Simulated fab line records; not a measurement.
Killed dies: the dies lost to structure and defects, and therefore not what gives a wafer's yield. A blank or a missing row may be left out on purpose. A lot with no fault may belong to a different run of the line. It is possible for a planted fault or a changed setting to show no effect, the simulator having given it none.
A struck lot beside a sound one | flow sky130 | 23 out of 708 route steps
Sound: the wafers L717.1, L717.4, L717.5. Struck: wafers L723.4, L723.5, L723.6. At the end, the cause is stated.
Order at every step that has rows: each side's tool, ch and its chambers, its first start. Under that, the readings that differ: sound wafers | struck wafers | difference of the means | sigmas: that difference in standard deviations of wafers without a fault.
alike: readings whose means differ by less than 2 such deviations, and words and numbers that are the same on both sides. not compared: withheld readings, readings that some wafer has no value for, bounds like >300 that may hide the same value, and numbers for which the record gives no deviation and whose values overlap.
A row with sigmas, a row that says differs or no value, or rows on one side alone: a step with any of these is where the two part. Numbers that have no deviation but don't overlap get no sigmas and don't part them. A reading missing from all wafers of one side parts the sides only when that side holds two or more wafers.

first, 8 steps without rows for these wafers: SKY_LDD_N_IMPLANT_08; SKY_LDD_N_IMPLANT_09; SKY_LDD_N_IMPLANT_10; SKY_LDD_N_IMPLANT_11; SKY_LDD_N_IMPLANT_12; SKY_LDD_N_IMPLANT_13; SKY_LDD_N_IMPLANT_14; SKY_LDD_N_IMPLANT_15.
SKY_LDD_N_STRIP_16: strips in O2/N2.
  sound on plasma-asher-01 ch 1, day 17 21:09; struck on plasma-asher-02 ch 0,1, day 20 06:11
  alike: chamber-pressure-mTorr, drypump-motor-current-A, oes-product-au, strip-time-to-endpoint-s
  not compared: rf-hours-counter-h
SKY_LDD_N_TW_MEAS_17:
  sound on film-metro-01 at day 17 21:15; struck on film-metro-01 at day 20 06:17
  alike: LDD_N_TW
then, 2 steps without rows for these wafers: SKY_LDD_P_DEHYDRATE_00 (time 60 s); SKY_LDD_P_HMDS_01 (prime time 60 s).
SKY_LDD_P_COAT_02: resist thk 1140 nm.
  sound on litho-track-01 ch 0, day 18 11:55; struck on litho-track-04 ch 0, day 20 20:57
  reading                                    | sound                | struck               | difference | sigmas
  spin-speed-rpm (rpm)                       | 3002.4 3000.7 3003.3 | 3040.3 3038.5 3044.6 | +39.0      | +22
  model.NOVOLAK_of_LDD_P_COAT_02.thk-nm (nm) | 1141 1141 1141       | 1128 1130 1128       | -12        |
then, 3 steps without rows for these wafers: SKY_LDD_P_SOFTBAKE_03 (time 60 s); SKY_LDD_P_EXPOSE_04 (exposes mask PSDM, target cd 380 nm); SKY_LDD_P_PEB_05.
SKY_LDD_P_DEVELOP_06: develop time 60 s.
  sound on litho-track-01 ch 0, day 19 02:58; struck on litho-track-02 ch 0, day 21 12:26
  reading                                    | sound          | struck         | difference | sigmas
  model.NOVOLAK_of_LDD_P_COAT_02.thk-nm (nm) | 1140 1140 1141 | 1127 1130 1128 | -12        |
  alike: developer-temp-C
SKY_LDD_P_CD_MEAS_07 targets a cd of 380 nm.
  sound on cd-sem-01 at day 19 03:07; struck on cd-sem-01 at day 21 12:34
  alike: cd-nm
SKY_LDD_P_OVL_MEAS_08:
  sound on overlay-02 at day 19 03:14; struck on overlay-01 at day 21 12:39
  alike: LDD_P_OVL
next, for these wafers, 1 step has no rows: SKY_LDD_P_IMPLANT_09.
SKY_LDD_P_STRIP_10: strips in O2/N2.
  sound on plasma-asher-02 ch 0,1, day 19 03:25; struck on plasma-asher-02 ch 0,1, day 21 12:51
  reading                      | sound             | struck            | difference | sigmas
  strip-time-to-endpoint-s (s) | 14.19 14.18 14.20 | 14.03 14.07 14.06 | -0.14      | -3
  alike: chamber-pressure-mTorr, drypump-motor-current-A, oes-product-au
  not compared: rf-hours-counter-h
SKY_LDD_P_TW_MEAS_11:
  sound on film-metro-03 at day 19 03:31; struck on film-metro-01 at day 21 12:56
  alike: LDD_P_TW
-- the record jumps here: 26 days lie between the struck wafers' starts before and after (it left off in module LDD_P and takes up again in module PAD_OPEN, whose first step shown is number 708 of the route) --
SKY_PAD_OPEN_PROBE_99:
  record: rows for the struck wafers here (prober-02, day 47 12:21), none for the sound ones

WHERE THEY PART
At SKY_LDD_P_COAT_02 first; at SKY_PAD_OPEN_PROBE_99 last (within this record only).

WHY: whatever the simulator had introduced
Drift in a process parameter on litho-track-04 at SKY_LDD_P_COAT_02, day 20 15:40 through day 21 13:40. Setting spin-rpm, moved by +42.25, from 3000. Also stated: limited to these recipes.
